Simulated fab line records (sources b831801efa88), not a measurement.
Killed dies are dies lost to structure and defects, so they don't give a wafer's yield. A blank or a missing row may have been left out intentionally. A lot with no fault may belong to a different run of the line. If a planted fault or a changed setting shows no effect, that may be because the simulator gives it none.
What tool caused it? || flow gf180mcu || Sampling: 6 lots, 18 wafers, 3 of 602 route steps

== WHAT THE GAUGES READ, wafer by wafer ==
GF_V2_THK_MEAS_03.
{"lot": "L639", "measured": "day 21 04:01", "on": "film_metro-04", "V2_CVD_02_THK (nm)": "846 844 847"}
{"lot": "L642", "measured": "day 22 12:59", "on": "film_metro-04", "V2_CVD_02_THK (nm)": "845 841 854"}
{"lot": "L644", "measured": "day 23 01:05", "on": "film_metro-04", "V2_CVD_02_THK (nm)": "845 847 852"}
{"lot": "L652", "measured": "day 25 19:56", "on": "film_metro-03", "V2_CVD_02_THK (nm)": "853 861 866"}
{"lot": "L654", "measured": "day 26 06:16", "on": "film_metro-04", "V2_CVD_02_THK (nm)": "872 867 863"}
{"lot": "L656", "measured": "day 26 21:20", "on": "film_metro-04", "V2_CVD_02_THK (nm)": "867 864 865"}

== WHICH TOOL RAN EACH LOT (tool, then ch and the chambers of the sampled wafers, then the start) ==
{"lot": "L639", "GF_M2_COAT_09": "litho_track-02 ch 0, day 20 14:51", "GF_M2_STRIP_17": "plasma_asher-04 ch 0,1, day 21 03:14"}
{"lot": "L642", "GF_M2_COAT_09": "litho_track-01 ch 0, day 22 00:06", "GF_M2_STRIP_17": "plasma_asher-02 ch 0,1, day 22 12:11"}
{"lot": "L644", "GF_M2_COAT_09": "litho_track-02 ch 0, day 22 12:39", "GF_M2_STRIP_17": "plasma_asher-02 ch 0,1, day 23 00:22"}
{"lot": "L652", "GF_M2_COAT_09": "litho_track-04 ch 0, day 25 07:47", "GF_M2_STRIP_17": "plasma_asher-02 ch 0,1, day 25 19:11"}
{"lot": "L654", "GF_M2_COAT_09": "litho_track-04 ch 0, day 25 18:20", "GF_M2_STRIP_17": "plasma_asher-04 ch 0,1, day 26 05:30"}
{"lot": "L656", "GF_M2_COAT_09": "litho_track-04 ch 0, day 26 09:56", "GF_M2_STRIP_17": "plasma_asher-01 ch 0,1, day 26 20:30"}
- GF_M2_COAT_09: resist thk 1000 nm.
- GF_M2_STRIP_17: strips in O2/N2.

== THE ANSWER, worked out from the rows above alone ==
Rule: what is usual is taken from the lots themselves. The widest of any qualifying gaps counts: lots, ordered by their means at a reading, are off when they make up no more than a third of the lots, leave a main group of 4 or more, and stand apart from it by 3 or more times the standard deviation of that group's means. If all means in a main group match to the digits the tables above print for the reading, that group is not used. A lot without any number at a reading at which 4 lots or more have one is off too. All remaining lots with rows at the step are treated as sound.
None of the lots is off at any reading shown; this tells nothing.

== WHAT THE SIMULATOR HAD INSERTED ==
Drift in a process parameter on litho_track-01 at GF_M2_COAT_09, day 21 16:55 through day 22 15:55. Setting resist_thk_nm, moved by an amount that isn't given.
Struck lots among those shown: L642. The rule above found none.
